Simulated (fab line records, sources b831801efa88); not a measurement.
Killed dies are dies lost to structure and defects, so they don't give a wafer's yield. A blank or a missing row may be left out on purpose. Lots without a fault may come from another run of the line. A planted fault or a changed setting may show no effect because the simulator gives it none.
One fault seen from 2 desks | flow sky130 | each desk has only its own numbers; what lay behind them comes last

THE METROLOGY DESK
What the gauges read, lot by lot, whatever tool the lot ran on: means of the sampled wafers that have a number. A lot is out of limits, marked OUT, if its mean lies more than 4 standard deviations from the usual mean; the brackets give that distance.
Columns: A = LDD_P_OVL at SKY_LDD_P_OVL_MEAS_08, usual 0.2 nm; B = SPACER_CVD_00_THK at SKY_SPACER_THK_MEAS_01, usual 43.1 nm; C = POLY_CUT_OVL at SKY_POLY_CUT_OVL_MEAS_09, usual 0 nm; D = SD_P_OVL at SKY_SD_P_OVL_MEAS_08, usual 0.9 nm
lot  | first seen here | A    | B              | C  | D
L203 | day 19 04:53    | -1.7 | 43.0           | 1  | -0.7
L204 | day 19 11:10    | -1.3 | 43.2           | 3  | 1.2
L205 | day 19 18:52    | -0.4 | 43.0           | 3  | 1.4
L206 | day 19 22:37    | -0.0 | 42.5           | -0 | 2.2
L207 | day 20 09:41    | -0.5 | 43.0           | 4  | 1.3
L212 | day 22 04:37    | 2.2  | 43.2           | 1  | -1.0
L213 | day 22 09:48    | 0.2  | 43.8           | 3  | 2.1
L215 | day 23 12:00    | 1.2  | 34.2 (-18) OUT | 1  | -0.5
L216 | day 24 00:10    | 0.7  | 33.6 (-20) OUT | 5  | 1.1
L217 | day 24 06:01    | -0.9 | 33.1 (-21) OUT | -1 | 1.8
L225 | day 26 20:43    | 0.9  | 43.7           | 4  | 0.1
L226 | day 27 03:42    | 1.2  | 43.4           | -1 | -0.2
This desk's finding: out of limits on L215, L216, L217; first on L215, day 27 08:02 (SPACER_CVD_00_THK at SKY_SPACER_THK_MEAS_01). In limits: L203, L204, L205, L206, L207, L212, L213, L225, L226.

THE TOOL OWNER'S DESK: lpcvd-02
The tool's own readings at SKY_SPACER_CVD_00 (deposits Si3N4 from DCS/NH3, target thk 43.1 nm, time 740 s): means of the sampled wafers that have a number, for each lot that ran on this tool. A lot is out of limits, marked OUT, if its mean lies more than 4 standard deviations from the usual mean; the brackets give that distance.
Columns: A = pressure_mtorr at SKY_SPACER_CVD_00, usual 250.0 mTorr; B = spike_tc_top_C at SKY_SPACER_CVD_00, usual 782 C; C = zone_power_centre_pct at SKY_SPACER_CVD_00, usual 14.21 %; D = zone_power_upper_pct at SKY_SPACER_CVD_00, usual 13.0 %
lot  | first seen here | A     | B   | C     | D
L203 | day 23 02:44    | 250.8 | 786 | 14.45 | 13.5
L204 | day 23 09:44    | 250.1 | 778 | 14.04 | 12.4
L205 | day 23 14:14    | 250.2 | 778 | 14.03 | 12.5
L206 | day 23 21:47    | 249.6 | 785 | 14.30 | 13.5
L207 | day 24 07:05    | 249.7 | 779 | 14.16 | 12.5
L212 | day 26 02:41    | 250.3 | 784 | 14.59 | 13.5
L213 | day 26 06:02    | 249.9 | 785 | 14.35 | 13.5
L215 | day 27 06:14    | 250.6 | 784 | 14.35 | 13.5
L216 | day 27 19:14    | 251.0 | 785 | 14.54 | 13.6
L217 | day 27 22:26    | 249.8 | 784 | 14.37 | 13.7
L225 | day 30 10:44    | 250.2 | 784 | 14.43 | 13.6
L226 | day 30 17:08    | 250.4 | 779 | 14.02 | 12.6
This desk's finding: nothing out of limits on any of the 12 lots.

PUT TOGETHER
The metrology desk could have raised an alarm at day 27 08:02, on L215, L216, L217.
The tool owner's desk saw nothing out of limits.
The tool owner's desk has L215, L216, L217 on record, within its limits.
Of the lots named, all ran SKY_SPACER_CVD_00 on lpcvd-02.

WHAT THE SIMULATOR HAD PUT IN
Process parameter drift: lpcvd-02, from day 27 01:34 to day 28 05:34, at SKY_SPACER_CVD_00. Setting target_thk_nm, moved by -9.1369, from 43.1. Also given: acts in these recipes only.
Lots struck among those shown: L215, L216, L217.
Hours from the fault's start to each desk's first reading out of limits: the metrology desk, 6.
